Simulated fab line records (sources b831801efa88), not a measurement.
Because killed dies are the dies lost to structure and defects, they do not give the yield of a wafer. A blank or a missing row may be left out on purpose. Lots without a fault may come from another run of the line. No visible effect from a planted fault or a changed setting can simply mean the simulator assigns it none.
Chamber matching :: flow gf180mcu :: GF_V4_CMP_04 on cmp-01: 4 sister chambers
The step polishes SiO2. 27 wafers are shown with their chamber, then 12 later ones without.

== EACH WAFER AND ITS CHAMBER ==
wafer: L077.1
chamber: 0
motorCurrentA (A): 12.1
timeToEndpointS (s): 79

wafer: L077.2
chamber: 1
motorCurrentA (A): 11.9
timeToEndpointS (s): 88

wafer: L077.3
chamber: 2
motorCurrentA (A): 11.5
timeToEndpointS (s): 78

wafer: L079.1
chamber: 2
motorCurrentA (A): 11.6
timeToEndpointS (s): 74

wafer: L079.4
chamber: 0
motorCurrentA (A): 12.2
timeToEndpointS (s): 90

wafer: L079.5
chamber: 0
motorCurrentA (A): 12.7
timeToEndpointS (s): 85

wafer: L083.1
chamber: 2
motorCurrentA (A): 11.6
timeToEndpointS (s): 63

wafer: L083.4
chamber: 3
motorCurrentA (A): 16.3
timeToEndpointS (s): 82

wafer: L083.5
chamber: 0
motorCurrentA (A): 12.0
timeToEndpointS (s): 77

wafer: L084.2
chamber: 1
motorCurrentA (A): 11.8
timeToEndpointS (s): 85

wafer: L084.5
chamber: 3
motorCurrentA (A): 15.8
timeToEndpointS (s): 88

wafer: L084.6
chamber: 2
motorCurrentA (A): 11.8
timeToEndpointS (s): 69

wafer: L085.1
chamber: 2
motorCurrentA (A): 12.1
timeToEndpointS (s): 63

wafer: L085.5
chamber: 0
motorCurrentA (A): 12.2
timeToEndpointS (s): 73

wafer: L085.6
chamber: 1
motorCurrentA (A): 11.9
timeToEndpointS (s): 81

wafer: L087.2
chamber: 3
motorCurrentA (A): 16.2
timeToEndpointS (s): 72

wafer: L087.3
chamber: 2
motorCurrentA (A): 11.5
timeToEndpointS (s): 69

wafer: L087.4
chamber: 0
motorCurrentA (A): 11.9
timeToEndpointS (s): 78

wafer: L090.2
chamber: 1
motorCurrentA (A): 11.9
timeToEndpointS (s): 90

wafer: L090.5
chamber: 2
motorCurrentA (A): 11.6
timeToEndpointS (s): 73

wafer: L090.6
chamber: 1
motorCurrentA (A): 12.5
timeToEndpointS (s): 85

wafer: L090.1
chamber: 0
motorCurrentA (A): 12.1
timeToEndpointS (s): 69

wafer: L090.3
chamber: 3
motorCurrentA (A): 15.9
timeToEndpointS (s): 75

wafer: L090.4
chamber: 2
motorCurrentA (A): 11.7
timeToEndpointS (s): 73

wafer: L092.3
chamber: 1
motorCurrentA (A): 12.2
timeToEndpointS (s): 82

wafer: L092.5
chamber: 0
motorCurrentA (A): 12.2
timeToEndpointS (s): 84

wafer: L092.6
chamber: 1
motorCurrentA (A): 11.9
timeToEndpointS (s): 86

SIGNATURES (averages over the wafers above)
reading: motorCurrentA
chamber 0: 12.175
chamber 1: 12.014
chamber 2: 11.675
chamber 3: 16.050
scatter within a chamber: 0.229

reading: timeToEndpointS
chamber 0: 79.38
chamber 1: 85.29
chamber 2: 70.25
chamber 3: 79.25
scatter within a chamber: 5.65
Rule: for each reading, subtract the chamber's mean from the wafer's reading, divide by that reading's scatter and square the result; add these up over the readings and take the root, which gives the wafer's distance from the chamber. The wafer belongs to the nearest chamber; if the next one is less than 2 further off, it can't be placed. The scatter: the root of (the sum of the squares of (reading less its chamber's mean) over the shown wafers, divided by (wafers less chambers)).

== WAFERS WITHOUT THEIR CHAMBER ==
wafer: L093.2
motorCurrentA (A): 11.9
timeToEndpointS (s): 75

wafer: L093.3
motorCurrentA (A): 11.6
timeToEndpointS (s): 86

wafer: L093.5
motorCurrentA (A): 12.0
timeToEndpointS (s): 88

wafer: L094.1
motorCurrentA (A): 11.5
timeToEndpointS (s): 74

wafer: L094.3
motorCurrentA (A): 16.1
timeToEndpointS (s): 86

wafer: L094.4
motorCurrentA (A): 11.6
timeToEndpointS (s): 84

wafer: L094.2
motorCurrentA (A): 11.6
timeToEndpointS (s): 90

wafer: L094.5
motorCurrentA (A): 16.0
timeToEndpointS (s): 91

wafer: L094.6
motorCurrentA (A): 12.2
timeToEndpointS (s): 87

wafer: L096.3
motorCurrentA (A): 12.3
timeToEndpointS (s): 74

wafer: L096.4
motorCurrentA (A): 11.9
timeToEndpointS (s): 74

wafer: L096.6
motorCurrentA (A): 12.4
timeToEndpointS (s): 75

== THE CHAMBER EACH PASSED THROUGH ==
wafer: L093.2
from the rows above: can't be placed: 2 or 0 or 1
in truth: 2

wafer: L093.3
from the rows above: can't be placed: 1 or 0 or 2
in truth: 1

wafer: L093.5
from the rows above: can't be placed: 1 or 0
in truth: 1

wafer: L094.1
from the rows above: can't be placed: 2 or 1
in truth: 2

wafer: L094.3
from the rows above: 3
in truth: 3

wafer: L094.4
from the rows above: can't be placed: 1 or 2 or 0
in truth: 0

wafer: L094.2
from the rows above: can't be placed: 1 or 0 or 2
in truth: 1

wafer: L094.5
from the rows above: 3
in truth: 3

wafer: L094.6
from the rows above: can't be placed: 1 or 0
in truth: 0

wafer: L096.3
from the rows above: can't be placed: 0 or 1 or 2
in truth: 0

wafer: L096.4
from the rows above: can't be placed: 2 or 0 or 1
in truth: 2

wafer: L096.6
from the rows above: can't be placed: 0 or 1
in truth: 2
Placed correctly: 2 of 12. Cannot be placed on the basis of these rows: 10; the candidates contain the true chamber in 9. Placed wrongly: 0.
